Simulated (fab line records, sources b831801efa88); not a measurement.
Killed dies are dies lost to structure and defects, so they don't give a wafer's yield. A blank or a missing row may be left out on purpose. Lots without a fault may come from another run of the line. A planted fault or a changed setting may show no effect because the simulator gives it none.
Chamber matching | flow sky130 | SKY_PASSIVATION_CVD_02 on pecvd-03: 3 sister chambers
The step deposits Si3N4, target thk 540 nm. 6 wafers are shown with their chamber, then 7 later ones without.

WAFERS WITH THEIR CHAMBER
wafer  | chamber | rf_fwd_power_W (W) | heater_power_w (W)
L112.6 | 1       | 448.5              | 682
L113.1 | 1       | 446.4              | 614
L113.2 | 0       | 449.2              | 659
L113.3 | 2       | 451.6              | 697
L124.1 | 0       | 449.9              | 740
L124.2 | 2       | 450.3              | 584

WAFERS WITHOUT THEIR CHAMBER
wafer  | rf_fwd_power_W (W) | heater_power_w (W)
L124.4 | 449.9              | 689
L127.1 | 448.8              | 688
L127.4 | 450.3              | 594
L127.6 | 447.9              | 659
L129.4 | 449.7              | 666
L129.5 | 450.8              | 745
L129.6 | 449.2              | 722

WHICH CHAMBER EACH WENT THROUGH
wafer  | from the rows above          | in truth
L124.4 | can't be placed: 0 or 2      | 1
L127.1 | can't be placed: 0 or 1 or 2 | 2
L127.4 | can't be placed: 2 or 0 or 1 | 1
L127.6 | can't be placed: 1 or 0      | 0
L129.4 | can't be placed: 0 or 2 or 1 | 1
L129.5 | can't be placed: 0 or 2      | 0
L129.6 | can't be placed: 0 or 1 or 2 | 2
Placed correctly: 0 of 7. Can't be placed from these rows: 7 (the true chamber is among the candidates in 6). Placed wrongly: 0.
How it was worked out, from the rows above alone: a wafer's distance from a chamber is the root of the sum, over the readings, of the square of ((its reading less the chamber's mean) divided by the reading's scatter). The wafer belongs to the nearest chamber; if the next one is less than 2 further off, it can't be placed. A chamber's mean is the mean of its shown wafers. The scatter: the root of (the sum of the squares of (reading less its chamber's mean) over the shown wafers, divided by (wafers less chambers)).
